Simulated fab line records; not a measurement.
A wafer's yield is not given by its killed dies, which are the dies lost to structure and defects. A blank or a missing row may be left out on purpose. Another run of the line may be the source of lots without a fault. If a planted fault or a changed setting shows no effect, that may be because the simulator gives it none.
Chamber matching	flow gf180mcu	GF_V2_CVD_02 on pecvd-04 has 3 sister chambers
The step deposits SiO2 from TEOS, target thk 850 nm, time 94.851 s. 18 wafers are shown with their chamber, then 9 later ones without.

== WAFERS, EACH WITH ITS CHAMBER ==
wafer	chamber	heater_power_w (W)
L076.2	0	565
L076.3	1	639
L076.6	1	660
L078.4	2	715
L078.5	1	606
L078.6	0	638
L084.2	1	580
L084.4	0	661
L084.5	2	718
L085.3	2	861
L085.4	0	670
L085.6	2	704
L086.2	1	609
L086.5	2	869
L086.6	1	626
L093.1	2	872
L093.2	0	706
L093.3	1	610

SIGNATURES, as means of the wafers listed above
reading	chamber 0	chamber 1	chamber 2	scatter within a chamber
heater_power_w	648.00	618.57	789.83	58.4
Rule: a wafer lies at a distance from a chamber equal to the root of the sum of squares, over the readings, of (its reading less the chamber's mean, divided by the reading's scatter). If the next closest chamber is less than 2 further off than the closest, the wafer can't be placed; otherwise it belongs to the closest. How the scatter is found: for the shown wafers, subtract from each reading the mean of its chamber, square and add these, divide the total by (wafers less chambers), then take the root.

== WAFERS WHOSE CHAMBER IS MISSING ==
wafer	heater_power_w (W)
L093.4	728
L093.5	657
L093.6	565
L094.1	867
L094.2	586
L094.3	606
L097.3	693
L097.4	853
L097.5	543

== THE CHAMBER EACH PASSED THROUGH ==
wafer	from the rows above	in truth
L093.4	can't be placed: 2 or 0 or 1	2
L093.5	can't be placed: 0 or 1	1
L093.6	can't be placed: 1 or 0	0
L094.1	2	2
L094.2	can't be placed: 1 or 0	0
L094.3	can't be placed: 1 or 0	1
L097.3	can't be placed: 0 or 1 or 2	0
L097.4	2	2
L097.5	can't be placed: 1 or 0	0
2 of 9 placed correctly. From these rows, 7 cannot be placed; in 7 the true chamber is one of the candidates. Placed wrongly: 0.
